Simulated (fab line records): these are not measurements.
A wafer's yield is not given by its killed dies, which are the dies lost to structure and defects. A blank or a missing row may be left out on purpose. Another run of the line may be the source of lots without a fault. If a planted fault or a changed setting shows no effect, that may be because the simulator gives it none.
Chamber matching || flow sky130 || SKY_POLY_GATE_ETCH_17 on rieSi-02: 4 sister chambers
The step etches poly-Si in HBr/Cl2, stops on SiO2, target depth 180 nm, time 70.5 s. 4 wafers are shown with their chamber, then 7 later ones without.

WAFERS PAIRED WITH THEIR CHAMBERS
{"wafer": "L186.2", "chamber": 3, "drypumpMotorCurrentA (A)": 4.9}
{"wafer": "L187.3", "chamber": 1, "drypumpMotorCurrentA (A)": 5.6}
{"wafer": "L192.2", "chamber": 0, "drypumpMotorCurrentA (A)": 6.2}
{"wafer": "L192.5", "chamber": 2, "drypumpMotorCurrentA (A)": 5.5}

WAFERS WITH NO CHAMBER GIVEN
{"wafer": "L192.6", "drypumpMotorCurrentA (A)": 5.6}
{"wafer": "L194.1", "drypumpMotorCurrentA (A)": 4.9}
{"wafer": "L194.2", "drypumpMotorCurrentA (A)": 5.5}
{"wafer": "L194.5", "drypumpMotorCurrentA (A)": 6.2}
{"wafer": "L196.1", "drypumpMotorCurrentA (A)": 5.6}
{"wafer": "L196.4", "drypumpMotorCurrentA (A)": 6.1}
{"wafer": "L196.6", "drypumpMotorCurrentA (A)": 5.6}

EACH ONE'S CHAMBER
{"wafer": "L192.6", "from the rows above": 1, "in truth": 1}
{"wafer": "L194.1", "from the rows above": 3, "in truth": 3}
{"wafer": "L194.2", "from the rows above": 2, "in truth": 2}
{"wafer": "L194.5", "from the rows above": 0, "in truth": 0}
{"wafer": "L196.1", "from the rows above": 1, "in truth": 1}
{"wafer": "L196.4", "from the rows above": 0, "in truth": 0}
{"wafer": "L196.6", "from the rows above": 1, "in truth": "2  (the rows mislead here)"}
Placed correctly: 6 of 7. From these rows, 0 cannot be placed. Wrongly placed: 1.
How it was worked out, from the rows above alone: a wafer's distance from a chamber is the root of the sum, over the readings, of the square of ((its reading less the chamber's mean) divided by the reading's scatter). The wafer belongs to the nearest chamber; if the next one is less than 2 further off, it can't be placed. The mean given for a chamber averages the wafers shown for that chamber. The scatter: root of mean squared gap, hidden wafer to nearest shown wafer, with one shown wafer a chamber.
